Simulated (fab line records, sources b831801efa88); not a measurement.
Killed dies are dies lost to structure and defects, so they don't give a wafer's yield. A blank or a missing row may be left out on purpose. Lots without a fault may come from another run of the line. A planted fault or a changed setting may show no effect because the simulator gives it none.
A struck lot beside a sound one | flow sky130 | 19 steps out of a route of 708
Sound: wafers L605.1, L605.2, L605.5. Struck: wafers L599.3, L599.4, L599.6. The cause comes at the end.
At each step with rows: each side's tool, then ch and its chambers, then its first start. Under that, the readings that differ: sound wafers | struck wafers | difference of the means | sigmas: that difference in standard deviations of wafers without a fault.
alike: readings whose means differ by less than 2 such deviations, and words and numbers that are the same on both sides. not compared: withheld readings, readings that some wafer has no value for, bounds like >300 that may hide the same value, and numbers for which the record gives no deviation and whose values overlap.
The two part at a step that has a row with sigmas, a row that says differs or no value, or rows on one side only. Numbers that don't overlap but have no deviation are shown without sigmas and don't part them. A reading that every wafer of one side lacks parts them only if that side has two wafers or more.

SKY_METAL4_SPUTTER_02: material AlCu, target thk 735 nm, time 39.1 s.
  sound on pvd_sputter-04, day 42 16:47; struck on pvd_sputter-04, day 41 03:06
  alike: throttle_valve_pct
then, 1 step without rows for these wafers: SKY_METAL4_SPUTTER_03 (material Ti, target thk 5 nm, time 3.3 s).
SKY_METAL4_SPUTTER_04: material TiN, target thk 70 nm, time 58.3 s.
  sound on pvd_sputter-04, day 42 16:50; struck on pvd_sputter-04, day 41 03:09
  alike: throttle_valve_pct
SKY_CAP2M_CVD_00: deposits SiO2, target thk 15.5 nm.
  sound on pecvd-03 ch 0,1,2, day 42 16:53; struck on pecvd-03 ch 0,1, day 41 03:12
  alike: heater_power_w
SKY_CAP2M_THK_MEAS_01:
  sound on film_metro-02, day 42 16:54; struck on film_metro-02, day 41 03:14
  alike: CAP2M_CVD_00_THK
SKY_CAP2M_SPUTTER_02: material TiN, target thk 200 nm, time 166.7 s.
  sound on pvd_sputter-03, day 42 16:58; struck on pvd_sputter-02, day 41 03:17
  alike: throttle_valve_pct
SKY_CAP2M_RS_MEAS_03: measures by four-point-probe.
  sound on film_metro-01, day 42 17:04; struck on film_metro-03, day 41 03:26
  alike: CAP2M_TIN_RS
SKY_CAP2M_THK_MEAS_04: measures by xrf.
  sound on film_metro-01, day 42 17:11; struck on film_metro-03, day 41 03:32
  reading            | sound             | struck            | difference | sigmas
  CAP2M_TIN_THK (nm) | 200.0 198.0 199.6 | 204.5 203.9 201.9 | +4.2       | +2
then, 4 steps without rows for these wafers: SKY_CAP2M_DEHYDRATE_05 (time 60 s); SKY_CAP2M_HMDS_06 (prime time 60 s); SKY_CAP2M_COAT_07 (resist thk 1140 nm); SKY_CAP2M_SOFTBAKE_08 (time 60 s).
SKY_CAP2M_EXPOSE_09: exposes mask CAP2M, target cd 1000 nm.
  sound on iline_stepper-02 ch 0, day 43 04:52; struck on iline_stepper-01 ch 0, day 41 15:28
  reading              | sound                | struck               | difference | sigmas
  exposure_dose_mJ_cm2 | 159.11 159.27 159.10 | 175.14 175.27 175.02 | +15.98     | +99 or more
  alike: mask, reticle_temp_C
then, 2 steps without rows for these wafers: SKY_CAP2M_PEB_10; SKY_CAP2M_DEVELOP_11 (develop time 60 s).
SKY_CAP2M_OVL_MEAS_12:
  sound on overlay-01, day 43 16:04; struck on overlay-01, day 42 03:07
  alike: CAP2M_OVL
SKY_CAP2M_METAL_ETCH_13: etches TiN in Cl2/BCl3, stops on SiO2, target depth 220 nm, time 62.9 s.
  sound on rie_metal-03 ch 0,1, day 43 16:06; struck on rie_metal-01 ch 0,1, day 42 03:10
  reading                | sound           | struck            | difference | sigmas
  model.CAP2M.cd_nm (nm) | 1001 1002 999.5 | 972.1 970.9 969.9 | -29.9      |
  alike: drypump_motor_current_A, oes_product_au, throttle_valve_pct
  not compared: rf_hours_counter_h
SKY_CAP2M_STRIP_14: strips in O2/N2.
  sound on plasma_asher-01 ch 0,1, day 43 16:10; struck on plasma_asher-04 ch 0,1, day 42 03:16
  alike: drypump_motor_current_A, o2_flow_sccm, oes_product_au, strip_time_to_endpoint_s
  not compared: rf_hours_counter_h
-- the record jumps here: 5 days lie between the struck wafers' starts before and after (it left off in module CAP2M and takes up again in module PAD_OPEN, whose first step shown is number 708 of the route) --
SKY_PAD_OPEN_PROBE_99:
  sound on prober-01, day 48 06:51; struck on prober-02, day 46 23:56
  alike: defect_limited_yield, killed_at_M0_to_M3, killed_at_M4_up, killed_at_contacts, killed_at_front_end, killed_at_other, killed_dies, killed_on_rim, killed_open, killed_short, sort_bin_3_pad_short, sort_bin_5_function, sort_bin_6_memory, sort_n_pass, sort_yield_pct

WHERE THEY PART
First at SKY_CAP2M_THK_MEAS_04; last, within this record, at SKY_CAP2M_EXPOSE_09. Later steps at which nothing parts them and some readings are alike: SKY_CAP2M_OVL_MEAS_12, SKY_CAP2M_METAL_ETCH_13, SKY_CAP2M_STRIP_14, SKY_PAD_OPEN_PROBE_99.

WHY: what the simulator had put in
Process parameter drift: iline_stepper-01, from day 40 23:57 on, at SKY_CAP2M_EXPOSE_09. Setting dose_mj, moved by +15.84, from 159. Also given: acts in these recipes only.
